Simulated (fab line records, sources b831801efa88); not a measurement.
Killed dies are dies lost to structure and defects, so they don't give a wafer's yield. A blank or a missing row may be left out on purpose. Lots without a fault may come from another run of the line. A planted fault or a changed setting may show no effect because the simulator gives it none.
fab line records | flow sky130
record lots=6 wafers=18 last_day=50
route steps=708 shown CONTACT@423 METAL1@434 PAD_OPEN@708
lots that met no fault: from a run of the same line without faults
start_h: hours from the record's first day to the start of the lot's first wafer shown | wait_h: hours since the lot's step before | " the same as in the row above | L1.1+2: a row that stands for several wafers | - no value, or no start given | * or withheld: withheld | < > ~ a bound
route shown NAME@n: a module of which the file shows steps, and the number in the route of the first | usual: mean/standard deviation of fault-free wafers | same: alike in all rows | chamber/n: place in a boat | sites: the reading at each site | _std_site: their standard deviation | _edge_site: outer sites' mean less inner sites' | radius_mm: how far each site lies from the wafer's centre | mask NAME#n: copy n | behind: the tool/chamber that last shaped the wafer | hold: why the lot was held/for how many hours/how that ended | device: the transistor (n, p or np) that didn't switch | end of line: the same wafers' tests at the end of the route | a step without rows: its recipe alone | killed: dies lost to structure and defects at the first sort, not the wafer's yield | map: a wafer's dies, x killed, . not, _ none there
set.NAME: the setting as run; set.NAME@STEP: as run at that earlier step | model.NAME: the simulator's own value behind a step, which no gauge read
lots at some steps of the route; a table a step, a row a wafer
services: from which hour (start_h, from the record's first day; less than 0 if before it) a tool's chamber was out of use, for how many hours, and why
## steps
# step SKY_CONTACT_ETCH_17
# recipe target=SiO2 chemistry=C4F8/O2/Ar stop_on=Si3N4 mask_material=KrF-thick source_w=1500 bias_w=1200 pressure_mtorr=40 c4f8_flow_sccm=withheld O2_flow_sccm=6 Ar_flow_sccm=300 time_s=withheld target_depth_a=3400
# step SKY_CONTACT_ETCH_18
# recipe target=Si3N4 chemistry=CHF3/O2 stop_on=TiN source_w=600 bias_w=200 pressure_mtorr=40 chf3_flow_sccm=50 O2_flow_sccm=5 time_s=39 target_depth_a=750
# usual drypump_motor_current_A=5.6/0.44 oes_product_au=0.853/0.0069 throttle_valve_pct=8.793/0.0092
# columns lot.wafer tool chamber start_h wait_h drypump_motor_current_A oes_product_au rf_hours_counter_h throttle_valve_pct
L445.1 rie_diel-04 2 - - 6.1 0.849 4 8.783
L445.2 " 1 " " 6.2 0.838 18 8.784
L445.6 " 1 " " 6.2 0.851 - 8.790
L448.1 rie_diel-02 2 - - 5.2 0.846 16 8.785
L448.4 " 0 " " 5.0 0.858 2 8.796
L448.6 " 1 " " 6.0 0.851 - 8.805
L449.2 rie_diel-01 2 - - 5.4 0.865 13 8.798
L449.3 " 0 " " 5.1 0.854 19 8.800
L449.6 " 3 " " 5.7 0.855 - 8.793
L459.1 rie_diel-02 0 - - 5.0 0.852 6 8.787
L459.2 " 2 " " 5.2 0.848 18 8.775
L459.5 " 2 " " 5.2 0.859 - 8.798
L465.1 rie_diel-01 2 - - 5.4 0.852 17 8.782
L465.2 " 1 " " 4.9 0.861 1 8.792
L465.5 " 3 " " 5.7 0.849 - 8.815
L466.2 rie_diel-04 1 - - 6.2 0.855 23 8.794
L466.3 " 3 " " 5.8 0.848 12 8.784
L466.5 " 1 " " 6.2 0.852 - 8.805
# step SKY_CONTACT_STRIP_19
# recipe chemistry=O2/N2 power_w=1400 pressure_mtorr=1500 platen_temp_c=withheld o2_flow_sccm=3000 n2_flow_sccm=300 overash_fraction=0.5
# usual drypump_motor_current_A=5.7/0.34 oes_product_au=0.380/0.0045 strip_time_to_endpoint_s=3.618/0.027
# columns lot.wafer tool chamber start_h wait_h drypump_motor_current_A oes_product_au rf_hours_counter_h strip_time_to_endpoint_s
L445.1 plasma_asher-03 1 734.62 - 6.2 0.381 91 3.656
L445.2 " 0 " " 5.7 0.389 91 3.591
L445.6 " 0 " " 5.7 0.374 - 3.623
L448.1 plasma_asher-03 1 759.83 - 6.2 0.372 94 3.606
L448.4 " 1 " " 6.2 0.384 - 3.610
L448.6 " 1 " " 6.2 0.382 - 3.628
L449.2 plasma_asher-03 1 775.98 - 6.2 0.375 96 3.563
L449.3 " 0 " " 5.7 0.384 - 3.584
L449.6 " 0 " " 5.7 0.378 - 3.591
L459.1 plasma_asher-01 1 850.14 - 5.6 0.382 70 3.623
L459.2 " 0 " " 5.8 0.378 70 3.600
L459.5 " 0 " " 5.8 0.379 - 3.582
L465.1 plasma_asher-01 1 888.03 - 5.6 0.374 75 3.591
L465.2 " 0 " " 5.8 0.391 75 3.699
L465.5 " 1 " " 5.6 0.381 - 3.641
L466.2 plasma_asher-01 0 903.29 - 5.8 0.373 76 3.612
L466.3 " 0 " " 5.8 0.384 - 3.653
L466.5 " 0 " " 5.8 0.382 - 3.615
# step SKY_CONTACT_STRIP_20
# recipe chemistry=post_etch_residue_remover time_s=1200 temp_c=72.5
# step SKY_CONTACT_CLEAN_21
# recipe chemistry=IPA time_s=180 temp_c=25
# step SKY_CONTACT_CLEAN_22
# recipe chemistry=O3/DIW dry=n2_spin
# step SKY_CONTACT_SPUTTER_23
# recipe material=TiN target_thk_nm=20 chamber_pressure_pa=5 power_w=4000 time_s=80
# usual cathode_dc_power_W=4000.0/0.69 throttle_valve_pct=29.9/1.3
# columns lot.wafer tool chamber start_h wait_h cathode_dc_power_W throttle_valve_pct
L445.1 pvd_sputter-04 - 735.21 0.0 3998.8 28.6
L445.2 " - " " 4000.5 29.3
L445.6 " - " " 4000.0 28.7
L448.1 pvd_sputter-02 - 760.46 0.0 3999.9 29.2
L448.4 " - " " 4000.9 30.9
L448.6 " - " " 4001.3 29.2
L449.2 pvd_sputter-03 - 776.68 0.0 3998.9 29.3
L449.3 " - " " 4000.0 30.2
L449.6 " - " " 3999.0 30.1
L459.1 pvd_sputter-04 - 850.74 0.0 4000.0 27.4
L459.2 " - " " 4000.3 32.2
L459.5 " - " " 3999.2 32.6
L465.1 pvd_sputter-02 - 888.62 0.0 4000.8 31.4
L465.2 " - " " 4000.3 30.4
L465.5 " - " " 4000.6 31.3
L466.2 pvd_sputter-03 - 903.89 0.0 4000.6 29.6
L466.3 " - " " 4000.1 29.8
L466.5 " - " " 3998.2 29.8
# step SKY_CONTACT_CVD_24
# recipe material=W target_thk_nm=340 time_s=102.12 temp_c=400 pressure_torr=40
# step SKY_CONTACT_RS_MEAS_25
# recipe thk_meas_gauge=four-point-probe reads=W_of_CONTACT_CVD_24+TiN_of_CONTACT_SPUTTER_23
# usual CONTACT_W_RS=0.335/0.0083
# columns lot.wafer tool chamber start_h wait_h CONTACT_W_RS[ohm/sq]
L445.1 film_metro-04 - 735.39 0.1 0.324
L445.2 " - " " 0.339
L445.6 " - " " 0.326
L448.1 film_metro-03 - 760.63 0.1 0.324
L448.4 " - " " 0.324
L448.6 " - " " 0.323
L449.2 film_metro-03 - 776.87 0.1 0.326
L449.3 " - " " 0.343
L449.6 " - " " 0.326
L459.1 film_metro-04 - 850.91 0.1 0.346
L459.2 " - " " 0.326
L459.5 " - " " 0.328
L465.1 film_metro-04 - 888.79 0.1 0.338
L465.2 " - " " 0.320
L465.5 " - " " 0.324
L466.2 film_metro-03 - 904.08 0.1 0.338
L466.3 " - " " 0.341
L466.5 " - " " 0.339
# step SKY_CONTACT_THK_MEAS_26
# recipe thk_meas_gauge=xrf reads=W_of_CONTACT_CVD_24
# usual CONTACT_W_THK=348/9
# columns lot.wafer tool chamber start_h wait_h CONTACT_W_THK[nm]
L445.1 film_metro-04 - 735.51 0.1 357
L445.2 " - " " 340
L445.6 " - " " 354
L448.1 film_metro-03 - 760.75 0.1 360
L448.4 " - " " 366
L448.6 " - " " 366
L449.2 film_metro-03 - 776.98 0.1 358
L449.3 " - " " 342
L449.6 " - " " 358
L459.1 film_metro-04 - 851.03 0.1 333
L459.2 " - " " 350
L459.5 " - " " 348
L465.1 film_metro-04 - 888.91 0.1 335
L465.2 " - " " 353
L465.5 " - " " 351
L466.2 film_metro-03 - 904.19 0.1 348
L466.3 " - " " 343
L466.5 " - " " 345
# step SKY_CONTACT_CMP_27
# recipe stop_on=SiO2 t_overpolish_s=15 down_force_psi=3.5 platen_rpm=60 target_thk_nm=0 pad_velocity_m_s=0.94248
# usual motor_current_A=11.2/0.63 overpolish_run_s=15.000/0.0082 platen_rpm=59.99/0.04 time_to_endpoint_s=85/4
# columns lot.wafer tool chamber start_h wait_h motor_current_A overpolish_run_s platen_rpm time_to_endpoint_s
L445.2 cmp-01 3 735.67 0.1 12.3 14.998 59.94 82
L445.1 " 0 " " 10.4 15.000 60.03 93
L445.6 " 0 " " 10.6 14.985 60.00 94
L448.4 cmp-02 1 760.86 0.1 10.7 15.000 60.00 86
L448.1 " 3 " " 12.1 14.998 59.91 81
L448.6 " 0 " " 10.9 15.001 60.04 88
L449.2 cmp-01 2 777.13 0.1 10.6 14.993 60.00 91
L449.3 " 3 " " 11.5 14.987 60.04 80
L449.6 " 0 " " 10.5 15.014 59.94 95
L459.1 cmp-01 2 851.09 0.1 10.6 14.997 59.98 80
L459.2 " 1 " " 10.9 14.992 59.99 85
L459.5 " 2 " " 11.2 14.999 60.03 86
L465.2 cmp-02 3 888.97 0.0 12.0 15.009 59.97 86
L465.1 " 0 " " 11.1 14.996 60.01 83
L465.5 " 0 " " 11.5 14.999 60.03 84
L466.3 cmp-01 2 904.29 0.1 11.4 15.003 60.03 80
L466.2 " 0 " " 10.4 15.011 60.03 87
L466.5 " 1 " " 10.5 14.993 60.00 84
# step SKY_METAL1_SPUTTER_00
# recipe material=Ti target_thk_nm=15 power_w=3000 time_s=10 chamber_pressure_pa=0.4
# step SKY_METAL1_SPUTTER_01
# recipe material=TiN target_thk_nm=20 power_w=6500 time_s=16.7 chamber_pressure_pa=0.4
# usual cathode_dc_power_W=6499.9/1.1 throttle_valve_pct=30.1/1.3
# columns lot.wafer tool chamber start_h wait_h cathode_dc_power_W throttle_valve_pct model.TiN_of_METAL1_SPUTTER_01.thk_nm
L445.1 pvd_sputter-02 - 735.99 0.0 6499.7 30.3 20.32
L445.2 " - " " 6498.7 29.1 20
L445.6 " - " " 6502.1 31.2 20.21
L448.1 pvd_sputter-01 - 761.14 0.0 8746.0 29.8 27.5
L448.4 " - " " 8744.9 30.1 27.52
L448.6 " - " " 8746.2 30.0 27.44
L449.2 pvd_sputter-01 - 777.35 0.0 8745.5 30.5 27.54
L449.3 " - " " 8746.5 30.0 27.11
L449.6 " - " " 8744.9 29.7 27.46
L459.1 pvd_sputter-02 - 851.41 0.0 6499.6 30.4 20.04
L459.2 " - " " 6500.7 29.2 19.88
L459.5 " - " " 6501.0 30.3 20.12
L465.1 pvd_sputter-01 - 889.30 0.0 6499.8 31.0 20.1
L465.2 " - " " 6500.4 30.7 19.74
L465.5 " - " " 6501.9 30.9 19.62
L466.2 pvd_sputter-04 - 904.56 0.0 6500.0 29.4 19.51
L466.3 " - " " 6501.2 32.2 19.68
L466.5 " - " " 6499.7 27.6 19.75
# step SKY_METAL1_SPUTTER_02
# recipe material=AlCu target_thk_nm=250 power_w=10600 time_s=13.3 chamber_pressure_pa=0.4
# usual cathode_dc_power_W=10600/2.1 throttle_valve_pct=30.0/1.3
# columns lot.wafer tool chamber start_h wait_h cathode_dc_power_W throttle_valve_pct
L445.1 pvd_sputter-02 - 736.02 0.0 10600 30.1
L445.2 " - " " 10601 29.0
L445.6 " - " " 10598 31.3
L448.1 pvd_sputter-01 - 761.16 0.0 10598 29.5
L448.4 " - " " 10600 29.9
L448.6 " - " " 10598 30.2
L449.2 pvd_sputter-01 - 777.38 0.0 10599 31.0
L449.3 " - " " 10600 30.1
L449.6 " - " " 10603 29.7
L459.1 pvd_sputter-02 - 851.44 0.0 10597 30.4
L459.2 " - " " 10601 29.3
L459.5 " - " " 10598 30.5
L465.1 pvd_sputter-01 - 889.32 0.0 10603 31.3
L465.2 " - " " 10604 31.2
L465.5 " - " " 10602 31.1
L466.2 pvd_sputter-04 - 904.59 0.0 10600 29.2
L466.3 " - " " 10598 32.4
L466.5 " - " " 10600 27.5
# step SKY_PAD_OPEN_PROBE_99
# usual defect_limited_yield=82.3/2 killed_at_M0_to_M3=45/7.5 killed_at_M4_up=3.2/1.8 killed_at_contacts=24/4.9 killed_at_front_end=15/4.4 killed_at_other=0.3/0.54 killed_dies=87/9.8 killed_open=47/6.4 killed_short=40/6.5 sort_bin_3_pad_short=0.9/0.44 sort_bin_5_function=10.5/1.5 sort_bin_6_memory=6.3/1.2 sort_n_pass=405/9.8 sort_yield_pct=82.3/2
# same gross_dies=492 killed_at_back_side=0 sort_bin_4_leakage[%]=0 sort_bin_8_speed[%]=0
# columns lot.wafer tool chamber start_h wait_h defect_limited_yield[%] killed_at_M0_to_M3 killed_at_M4_up killed_at_contacts killed_at_front_end killed_at_other killed_dies killed_open killed_short sort_bin_3_pad_short[%] sort_bin_5_function[%] sort_bin_6_memory[%] sort_n_pass sort_yield_pct[%]
L448.1 prober-02 - 1096.65 0.1 84.1 41 4 20 13 0 78 40 38 2.0 7.5 6.3 414 84.1
L448.4 prober-02 - 1096.80 0.2 83.9 44 5 15 15 0 79 39 40 0.4 8.9 6.7 413 83.9
L448.6 prober-02 - 1096.90 0.2 80.9 42 7 17 27 1 94 46 48 0.6 11.4 7.1 398 80.9
# killed by level:class
L448.1 VIA1:geometric_particle:open=8 CONTACT:geometric_particle:open=7 VIA3:geometric_particle:short=7 LI_CONTACT:geometric_particle:open=6 METAL2:geometric_particle:short=5 VIA3:geometric_particle:open=5 VIA2:geometric_particle:open=4 METAL1:geometric_particle:short=4
L448.4 VIA1:geometric_particle:open=9 METAL3:geometric_particle:short=8 VIA3:geometric_particle:open=8 POLY_GATE:geometric_particle:short=7 METAL1:geometric_particle:short=5 VIA2:geometric_particle:open=5 LI_CONTACT:geometric_particle:open=4 VIA3:geometric_particle:short=4
L448.6 VIA1:geometric_particle:open=13 CONTACT:geometric_particle:open=7 FIELD_ISO:geometric_particle:short=6 VIA2:geometric_particle:short=6 POLY_GATE:geometric_particle:open=5 POLY_GATE:geometric_particle:short=4 METAL1:geometric_particle:short=4 VIA1:geometric_particle:short=4
## services
# columns tool chamber start_h hours kind
rie_diel-02 3 713.31 10.1 repair
rie_diel-04 - 714.89 14.6 pm
cmp-02 - 716.44 11.6 pm
cmp-01 - 737.57 0.2 repair
cmp-01 - 741.56 22.3 repair
rie_diel-02 - 748.16 0.3 repair
rie_diel-01 0 759.99 7.0 repair
cmp-01 - 763.89 4.0 pm
rie_diel-02 2 769.92 24.9 repair
rie_diel-04 0 775.09 14.6 repair
rie_diel-04 - 775.55 1.8 repair
cmp-02 - 784.41 0.7 repair
plasma_asher-01 - 813.14 0.8 repair
plasma_asher-03 - 813.62 2.5 repair
cmp-01 - 829.29 0.4 repair
pvd_sputter-04 - 837.54 0.6 repair
cmp-01 - 840.09 3.4 pm
plasma_asher-03 - 848.58 3.2 repair
plasma_asher-03 - 884.42 2.8 pm
pvd_sputter-04 - 884.93 7.9 repair
plasma_asher-03 - 892.85 1.6 repair
pvd_sputter-04 - 893.58 7.7 repair
pvd_sputter-02 - 902.18 57.1 repair
plasma_asher-03 - 902.20 14.6 pm
## key
first_sign step=SKY_METAL1_SPUTTER_01 reading=cathode_dc_power_W direction=up sigmas=99+ usual=6499.9 struck=8745.7
effect none on later readings
model_effect step=SKY_METAL1_SPUTTER_01 value=TiN_of_METAL1_SPUTTER_01.thk_nm without=20.52 struck=27.43
met_at SKY_METAL1_SPUTTER_01
struck_wafers L448.1,L448.4,L448.6,L449.2,L449.3,L449.6
fault kind=process_parameter_drift tool=pvd_sputter-01 chamber=- onset_h=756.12 steps=SKY_METAL1_SPUTTER_01 channel=power_w offset=* shape=step end_h=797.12 acts_in=* stated=*
